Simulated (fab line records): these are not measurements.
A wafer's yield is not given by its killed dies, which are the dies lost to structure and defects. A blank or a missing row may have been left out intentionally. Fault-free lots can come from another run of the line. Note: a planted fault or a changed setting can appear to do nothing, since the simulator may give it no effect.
One fault through the eyes of 2 desks | flow sky130 | each desk has only its own numbers; what lay behind them comes last

FROM THE METROLOGY DESK
Means of the sampled wafers that have a number, per lot and without regard to the tool the lot ran on: this is what the gauges read. Any lot whose mean is over 4 standard deviations away from the usual mean is out of limits and marked OUT; that distance is given in the brackets.
Columns: A = VIA3_OVL at SKY_VIA3_OVL_MEAS_13, usual 1 nm
lot  | first seen here | A
L537 | day 39 19:49    | 1
L539 | day 40 19:02    | 4
L538 | day 40 22:22    | -5
L541 | day 41 02:29    | 1
L542 | day 41 08:53    | 3
L543 | day 41 10:40    | 6
L544 | day 41 23:13    | 3
L546 | day 42 12:10    | -7
L548 | day 43 09:31    | 7
L550 | day 43 13:58    | 3
L555 | day 45 00:49    | -2
L557 | day 45 09:19    | -2
L556 | day 45 09:48    | 12
This desk's verdict: no lot among the 13 shows anything out of limits.

AT THE TOOL OWNER'S DESK: plasmaAsher-03
The tool's own readings at SKY_SD_P_STRIP_10 (strips in O2/N2): means of the sampled wafers that have a number, for each lot that ran on this tool. Any lot whose mean is over 4 standard deviations away from the usual mean is out of limits and marked OUT; that distance is given in the brackets.
Columns: A = drypumpMotorCurrentA at SKY_SD_P_STRIP_10, usual 6.0 A; B = oesProductAu at SKY_SD_P_STRIP_10, usual 0.618 a.u.; C = stripTimeToEndpointS at SKY_SD_P_STRIP_10, usual 17.50 s
lot  | first seen here | A   | B     | C
L539 | day 26 19:38    | 6.6 | 0.619 | 17.47
L538 | day 26 21:29    | 5.8 | 0.619 | 17.51
L542 | day 27 12:14    | 5.8 | 0.621 | 17.48
L543 | day 27 12:32    | 5.8 | 0.623 | 17.50
L555 | day 31 22:50    | 6.2 | 0.621 | 17.46
L557 | day 32 08:33    | 6.2 | 0.620 | 17.48
L556 | day 32 09:46    | 5.8 | 0.612 | 17.50
This desk's verdict: no lot among the 7 shows anything out of limits.

BROUGHT TOGETHER
Nothing out of limits was seen by the metrology desk.
The desk of the tool owner found nothing out of limits.

WHAT HAD BEEN PUT IN BY THE SIMULATOR
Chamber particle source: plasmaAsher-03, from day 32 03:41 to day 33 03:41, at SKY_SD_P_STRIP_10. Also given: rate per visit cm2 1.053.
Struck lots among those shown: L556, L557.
